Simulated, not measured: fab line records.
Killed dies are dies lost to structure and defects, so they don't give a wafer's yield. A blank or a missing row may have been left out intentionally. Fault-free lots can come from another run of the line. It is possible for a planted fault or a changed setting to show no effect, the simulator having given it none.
The tool behind it: which one? ; flow sky130 ; 18 wafers sampled from 6 lots at 1 step of a route of 708

== WHAT THE GAUGES SHOWED, per wafer ==
SKY_VT_ADJUST_NCORE_TW_MEAS_11.
lot;measured;on;VT_ADJUST_NCORE_TW
L230;day 9 18:43;film metro-03;216.7 216.1 217.3
L233;day 10 14:47;film metro-03;216.4 217.5 216.8
L240;day 11 23:48;film metro-03;214.8 216.3 214.6
L242;day 12 21:33;film metro-03;217.5 219.2 217.3
L248;day 14 08:14;film metro-02;216.1 215.4 216.2
L251;day 15 00:06;film metro-04;212.7 213.9 214.4

== EACH LOT AND THE TOOL THAT RAN IT (in order: tool; ch and the chambers of the sampled wafers; start) ==
There is no process step in the record ahead of these readings.

== THE ANSWER, worked out from the rows above alone ==
Rule: usual is defined by the lots themselves. The widest of any qualifying gaps counts: lots, ordered by their means at a reading, are off when they make up no more than a third of the lots, leave a main group of 4 or more, and stand apart from it by 3 or more times the standard deviation of that group's means. Not used: any main group whose means are identical at the precision the tables above print for the reading. Also off: a lot with no number at a reading for which 4 or more lots have one. The other lots that the step has rows for count as sound.
None of the lots is off at any reading shown; this tells nothing.

== WHAT WAS PUT IN BY THE SIMULATOR ==
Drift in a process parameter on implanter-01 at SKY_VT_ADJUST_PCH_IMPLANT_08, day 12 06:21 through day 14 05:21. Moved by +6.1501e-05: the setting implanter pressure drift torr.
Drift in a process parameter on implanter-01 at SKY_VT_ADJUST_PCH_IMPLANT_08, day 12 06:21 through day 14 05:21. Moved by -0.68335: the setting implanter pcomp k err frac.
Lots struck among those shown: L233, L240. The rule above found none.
